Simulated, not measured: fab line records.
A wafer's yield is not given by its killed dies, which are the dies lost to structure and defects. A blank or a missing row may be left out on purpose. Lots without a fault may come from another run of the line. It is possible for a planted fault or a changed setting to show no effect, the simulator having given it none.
Which tool did it? :: flow sky130 :: 12 lots with 36 wafers sampled at 4 steps, on a route of 708 steps

WHAT THE GAUGES READ, wafer by wafer
SKY_LDD_N_OVL_MEAS_07. Usual: LDD_N_OVL typically reads 0.3 nm, with standard deviation 1.4.
lot: L899
measured: day 18 11:30
on: overlay-01
LDD_N_OVL (nm): -0.3 -1.6 1.5
flag: 

lot: L900
measured: day 18 15:51
on: overlay-01
LDD_N_OVL (nm): -0.4 0.0 -1.5
flag: 

lot: L903
measured: day 20 02:18
on: overlay-01
LDD_N_OVL (nm): 1.3 -0.1 0.6
flag: 

lot: L904
measured: day 20 22:48
on: overlay-02
LDD_N_OVL (nm): -1.0 0.5 -0.5
flag: 

lot: L905
measured: day 21 20:50
on: overlay-02
LDD_N_OVL (nm): 0.4 0.7 -1.8
flag: 

lot: L908
measured: day 22 08:23
on: overlay-01
LDD_N_OVL (nm): 2.4 1.3 0.8
flag: 

lot: L910
measured: day 23 12:37
on: overlay-01
LDD_N_OVL (nm): -0.3 -1.7 -1.3
flag: 

lot: L915
measured: day 24 14:04
on: overlay-02
LDD_N_OVL (nm): 1.1 2.3 -0.7
flag: 

lot: L916
measured: day 24 15:34
on: overlay-02
LDD_N_OVL (nm): 2.4 1.2 4.2
flag: 

lot: L918
measured: day 25 06:54
on: overlay-02
LDD_N_OVL (nm): -0.9 1.7 0.9
flag: 

lot: L919
measured: day 25 17:04
on: overlay-01
LDD_N_OVL (nm): -0.3 -1.8 -1.5
flag: 

lot: L920
measured: day 25 20:51
on: overlay-01
LDD_N_OVL (nm): -0.7 -0.4 0.2
flag: 

WHAT TOOL EACH LOT RAN ON (gives the tool, then ch and the chambers of the sampled wafers, and finally the start)
lot: L899
SKY_GATE_OXIDE_STRIP_13: plasmaAsher-03 ch 0,1, day 14 13:29
SKY_POLY_GATE_ETCH_15: rieDiel-03 ch 0,2,3, day 17 04:40
SKY_POLY_GATE_ETCH_16: rieDiel-03 ch 0,2,3, day 17 04:46

lot: L900
SKY_GATE_OXIDE_STRIP_13: plasmaAsher-04 ch 0,1, day 14 18:53
SKY_POLY_GATE_ETCH_15: rieDiel-04 ch 1,2, day 17 07:55
SKY_POLY_GATE_ETCH_16: rieDiel-04 ch 1,2, day 17 08:00

lot: L903
SKY_GATE_OXIDE_STRIP_13: plasmaAsher-01 ch 0,1, day 16 01:15
SKY_POLY_GATE_ETCH_15: rieDiel-01 ch 2,3, day 18 18:07
SKY_POLY_GATE_ETCH_16: rieDiel-01 ch 2,3, day 18 18:12

lot: L904
SKY_GATE_OXIDE_STRIP_13: plasmaAsher-04 ch 0,1, day 16 19:38
SKY_POLY_GATE_ETCH_15: rieDiel-03 ch 0,2,3, day 19 14:08
SKY_POLY_GATE_ETCH_16: rieDiel-03 ch 0,2,3, day 19 14:13

lot: L905
SKY_GATE_OXIDE_STRIP_13: plasmaAsher-01 ch 0,1, day 17 18:02
SKY_POLY_GATE_ETCH_15: rieDiel-04 ch 0,1,2, day 20 12:46
SKY_POLY_GATE_ETCH_16: rieDiel-04 ch 0,1,2, day 20 12:51

lot: L908
SKY_GATE_OXIDE_STRIP_13: plasmaAsher-01 ch 0,1, day 18 06:35
SKY_POLY_GATE_ETCH_15: rieDiel-03 ch 0,2,3, day 21 00:11
SKY_POLY_GATE_ETCH_16: rieDiel-03 ch 0,2,3, day 21 00:16

lot: L910
SKY_GATE_OXIDE_STRIP_13: plasmaAsher-01 ch 0,1, day 19 10:09
SKY_POLY_GATE_ETCH_15: rieDiel-04 ch 0,1, day 22 04:14
SKY_POLY_GATE_ETCH_16: rieDiel-04 ch 0,1, day 22 04:19

lot: L915
SKY_GATE_OXIDE_STRIP_13: plasmaAsher-01 ch 0,1, day 20 09:21
SKY_POLY_GATE_ETCH_15: rieDiel-03 ch 1,2, day 23 06:26
SKY_POLY_GATE_ETCH_16: rieDiel-03 ch 1,2, day 23 06:31

lot: L916
SKY_GATE_OXIDE_STRIP_13: plasmaAsher-01 ch 0,1, day 20 14:55
SKY_POLY_GATE_ETCH_15: rieDiel-03 ch 0,2,3, day 23 07:59
SKY_POLY_GATE_ETCH_16: rieDiel-03 ch 0,2,3, day 23 08:04

lot: L918
SKY_GATE_OXIDE_STRIP_13: plasmaAsher-04 ch 0,1, day 21 05:56
SKY_POLY_GATE_ETCH_15: rieDiel-04 ch 1,3, day 23 23:37
SKY_POLY_GATE_ETCH_16: rieDiel-04 ch 1,3, day 23 23:42

lot: L919
SKY_GATE_OXIDE_STRIP_13: plasmaAsher-04 ch 0,1, day 21 14:50
SKY_POLY_GATE_ETCH_15: rieDiel-04 ch 1,2,3, day 24 09:37
SKY_POLY_GATE_ETCH_16: rieDiel-04 ch 1,2,3, day 24 09:42

lot: L920
SKY_GATE_OXIDE_STRIP_13: plasmaAsher-04 ch 0,1, day 21 19:14
SKY_POLY_GATE_ETCH_15: rieDiel-01 ch 1,2,3, day 24 14:55
SKY_POLY_GATE_ETCH_16: rieDiel-01 ch 1,2,3, day 24 15:00
- SKY_GATE_OXIDE_STRIP_13: strips in O2/N2.
- SKY_POLY_GATE_ETCH_15: etches BARC in N2/H2, stops on SiO2, time 118.5 s, target depth 110 nm.
- SKY_POLY_GATE_ETCH_16: etches Si3N4 in CH3F/O2, stops on poly-Si, time 147.5 s, target depth 75 nm.

AS READ BY THE TOOLS THEMSELVES (means over the sampled wafers that have a number; for cases with no such wafer, the mark the record gives instead)
SKY_GATE_OXIDE_STRIP_13. Usual: drypumpMotorCurrentA 5.5 A, standard deviation 0.42; n2FlowSccm 300.0 sccm, standard deviation 0.87; oesProductAu 0.716 a.u., standard deviation 0.0039; stripTimeToEndpointS 14.20 s, standard deviation 0.035.
lot: L899
tool: plasmaAsher-03
drypumpMotorCurrentA (A): 5.3
n2FlowSccm (sccm): 299.4
oesProductAu (a.u.): 0.716
stripTimeToEndpointS (s): 14.23
flag: 

lot: L900
tool: plasmaAsher-04
drypumpMotorCurrentA (A): 5.9
n2FlowSccm (sccm): 300.2
oesProductAu (a.u.): 0.713
stripTimeToEndpointS (s): 14.16
flag: 

lot: L903
tool: plasmaAsher-01
drypumpMotorCurrentA (A): 5.5
n2FlowSccm (sccm): 299.9
oesProductAu (a.u.): 0.717
stripTimeToEndpointS (s): 14.24
flag: 

lot: L904
tool: plasmaAsher-04
drypumpMotorCurrentA (A): 5.9
n2FlowSccm (sccm): 300.1
oesProductAu (a.u.): 0.715
stripTimeToEndpointS (s): 14.11
flag: 

lot: L905
tool: plasmaAsher-01
drypumpMotorCurrentA (A): 5.6
n2FlowSccm (sccm): 300.1
oesProductAu (a.u.): 0.717
stripTimeToEndpointS (s): 14.17
flag: 

lot: L908
tool: plasmaAsher-01
drypumpMotorCurrentA (A): 5.6
n2FlowSccm (sccm): 300.0
oesProductAu (a.u.): 0.715
stripTimeToEndpointS (s): 14.20
flag: 

lot: L910
tool: plasmaAsher-01
drypumpMotorCurrentA (A): 5.6
n2FlowSccm (sccm): 299.7
oesProductAu (a.u.): 0.715
stripTimeToEndpointS (s): 14.18
flag: 

lot: L915
tool: plasmaAsher-01
drypumpMotorCurrentA (A): 5.6
n2FlowSccm (sccm): 299.2
oesProductAu (a.u.): 0.719
stripTimeToEndpointS (s): 14.18
flag: 

lot: L916
tool: plasmaAsher-01
drypumpMotorCurrentA (A): 5.6
n2FlowSccm (sccm): 299.5
oesProductAu (a.u.): 0.715
stripTimeToEndpointS (s): 14.26
flag: 

lot: L918
tool: plasmaAsher-04
drypumpMotorCurrentA (A): 5.4
n2FlowSccm (sccm): 300.5
oesProductAu (a.u.): 0.713
stripTimeToEndpointS (s): 14.19
flag: 

lot: L919
tool: plasmaAsher-04
drypumpMotorCurrentA (A): 5.9
n2FlowSccm (sccm): 300.2
oesProductAu (a.u.): 0.712
stripTimeToEndpointS (s): 14.21
flag: 

lot: L920
tool: plasmaAsher-04
drypumpMotorCurrentA (A): 5.8
n2FlowSccm (sccm): 299.5
oesProductAu (a.u.): 0.720
stripTimeToEndpointS (s): 14.23
flag: 

SKY_POLY_GATE_ETCH_15. Usual: biasW 100.0 W, standard deviation 0.32; drypumpMotorCurrentA 5.5 A, standard deviation 0.37; h2FlowSccm 200.1 sccm, standard deviation 0.62; n2FlowSccm 100.0 sccm, standard deviation 0.3; oesProductAu 0.717 a.u., standard deviation 0.0046; throttleValvePct 13.212 %, standard deviation 0.0096.
lot: L899
tool: rieDiel-03
biasW (W): 100.1
drypumpMotorCurrentA (A): 5.6
h2FlowSccm (sccm): 199.8
n2FlowSccm (sccm): 100.1
oesProductAu (a.u.): 0.718
throttleValvePct (%): 13.204
flag: 

lot: L900
tool: rieDiel-04
biasW (W): 99.9
drypumpMotorCurrentA (A): 5.6
h2FlowSccm (sccm): 200.2
n2FlowSccm (sccm): 100.1
oesProductAu (a.u.): 0.721
throttleValvePct (%): 13.216
flag: 

lot: L903
tool: rieDiel-01
biasW (W): 100.0
drypumpMotorCurrentA (A): 5.4
h2FlowSccm (sccm): 200.2
n2FlowSccm (sccm): 100.0
oesProductAu (a.u.): 0.716
throttleValvePct (%): 13.217
flag: 

lot: L904
tool: rieDiel-03
biasW (W): 99.9
drypumpMotorCurrentA (A): 5.6
h2FlowSccm (sccm): 200.0
n2FlowSccm (sccm): 99.9
oesProductAu (a.u.): 0.721
throttleValvePct (%): 13.210
flag: 

lot: L905
tool: rieDiel-04
biasW (W): 99.6
drypumpMotorCurrentA (A): 5.2
h2FlowSccm (sccm): 200.1
n2FlowSccm (sccm): 99.8
oesProductAu (a.u.): 0.715
throttleValvePct (%): 13.202
flag: 

lot: L908
tool: rieDiel-03
biasW (W): 99.9
drypumpMotorCurrentA (A): 5.6
h2FlowSccm (sccm): 199.9
n2FlowSccm (sccm): 99.8
oesProductAu (a.u.): 0.716
throttleValvePct (%): 13.211
flag: 

lot: L910
tool: rieDiel-04
biasW (W): 100.2
drypumpMotorCurrentA (A): 5.1
h2FlowSccm (sccm): 199.6
n2FlowSccm (sccm): 99.9
oesProductAu (a.u.): 0.716
throttleValvePct (%): 13.220
flag: 

lot: L915
tool: rieDiel-03
biasW (W): 96.2
drypumpMotorCurrentA (A): 5.4
h2FlowSccm (sccm): 200.4
n2FlowSccm (sccm): 100.3
oesProductAu (a.u.): 0.713
throttleValvePct (%): 13.214
flag: OFF

lot: L916
tool: rieDiel-03
biasW (W): 96.7
drypumpMotorCurrentA (A): 5.6
h2FlowSccm (sccm): 200.1
n2FlowSccm (sccm): 100.3
oesProductAu (a.u.): 0.720
throttleValvePct (%): 13.214
flag: OFF

lot: L918
tool: rieDiel-04
biasW (W): 100.3
drypumpMotorCurrentA (A): 5.8
h2FlowSccm (sccm): 199.5
n2FlowSccm (sccm): 99.9
oesProductAu (a.u.): 0.717
throttleValvePct (%): 13.226
flag: 

lot: L919
tool: rieDiel-04
biasW (W): 100.2
drypumpMotorCurrentA (A): 5.6
h2FlowSccm (sccm): 200.2
n2FlowSccm (sccm): 99.9
oesProductAu (a.u.): 0.716
throttleValvePct (%): 13.206
flag: 

lot: L920
tool: rieDiel-01
biasW (W): 100.0
drypumpMotorCurrentA (A): 5.5
h2FlowSccm (sccm): 199.8
n2FlowSccm (sccm): 99.7
oesProductAu (a.u.): 0.711
throttleValvePct (%): 13.205
flag: 

SKY_POLY_GATE_ETCH_16. Usual: biasW 79.99 W, standard deviation 0.22; drypumpMotorCurrentA 5.4 A, standard deviation 0.37; oesProductAu 0.640 a.u., standard deviation 0.0051; throttleValvePct 10.535 %, standard deviation 0.0095.
lot: L899
tool: rieDiel-03
biasW (W): 80.14
drypumpMotorCurrentA (A): 5.6
oesProductAu (a.u.): 0.642
throttleValvePct (%): 10.531
flag: 

lot: L900
tool: rieDiel-04
biasW (W): 79.98
drypumpMotorCurrentA (A): 5.6
oesProductAu (a.u.): 0.639
throttleValvePct (%): 10.538
flag: 

lot: L903
tool: rieDiel-01
biasW (W): 80.16
drypumpMotorCurrentA (A): 5.4
oesProductAu (a.u.): 0.639
throttleValvePct (%): 10.535
flag: 

lot: L904
tool: rieDiel-03
biasW (W): 79.98
drypumpMotorCurrentA (A): 5.5
oesProductAu (a.u.): 0.645
throttleValvePct (%): 10.529
flag: 

lot: L905
tool: rieDiel-04
biasW (W): 79.84
drypumpMotorCurrentA (A): 5.2
oesProductAu (a.u.): 0.639
throttleValvePct (%): 10.546
flag: 

lot: L908
tool: rieDiel-03
biasW (W): 79.98
drypumpMotorCurrentA (A): 5.6
oesProductAu (a.u.): 0.642
throttleValvePct (%): 10.528
flag: 

lot: L910
tool: rieDiel-04
biasW (W): 80.13
drypumpMotorCurrentA (A): 5.0
oesProductAu (a.u.): 0.639
throttleValvePct (%): 10.547
flag: 

lot: L915
tool: rieDiel-03
biasW (W): 80.07
drypumpMotorCurrentA (A): 5.4
oesProductAu (a.u.): 0.639
throttleValvePct (%): 10.543
flag: 

lot: L916
tool: rieDiel-03
biasW (W): 79.96
drypumpMotorCurrentA (A): 5.5
oesProductAu (a.u.): 0.632
throttleValvePct (%): 10.536
flag: 

lot: L918
tool: rieDiel-04
biasW (W): 79.77
drypumpMotorCurrentA (A): 5.8
oesProductAu (a.u.): 0.640
throttleValvePct (%): 10.532
flag: 

lot: L919
tool: rieDiel-04
biasW (W): 80.15
drypumpMotorCurrentA (A): 5.6
oesProductAu (a.u.): 0.643
throttleValvePct (%): 10.528
flag: 

lot: L920
tool: rieDiel-01
biasW (W): 79.89
drypumpMotorCurrentA (A): 5.5
oesProductAu (a.u.): 0.639
throttleValvePct (%): 10.528
flag: 

THE ANSWER, worked out from the rows above alone
Rule: a lot is off if the mean of its wafers that have a number lies more than 3 standard deviations from the usual mean. Also off: a lot with no number at a reading for which 4 or more lots have one. Where the step has rows for the other lots, those lots are counted as sound. The gauges are gone through in route order, then the tools' own readings, and for those a lot's mean is taken as printed above. The first step at which some lot is off is used, and at that step the reading that is off furthest; a lot without a number counts as furthest.
Off, at SKY_POLY_GATE_ETCH_15 on biasW: L915, L916.
If a tool, at that step or one of the process steps before it, ran each lot that is off and ran no sound lot following the first of them, it fits. 2 tools fit, plasmaAsher-01 at SKY_GATE_OXIDE_STRIP_13 and rieDiel-03 at SKY_POLY_GATE_ETCH_15, so this cannot tell which one it is.

WHAT THE SIMULATOR HAD INSERTED
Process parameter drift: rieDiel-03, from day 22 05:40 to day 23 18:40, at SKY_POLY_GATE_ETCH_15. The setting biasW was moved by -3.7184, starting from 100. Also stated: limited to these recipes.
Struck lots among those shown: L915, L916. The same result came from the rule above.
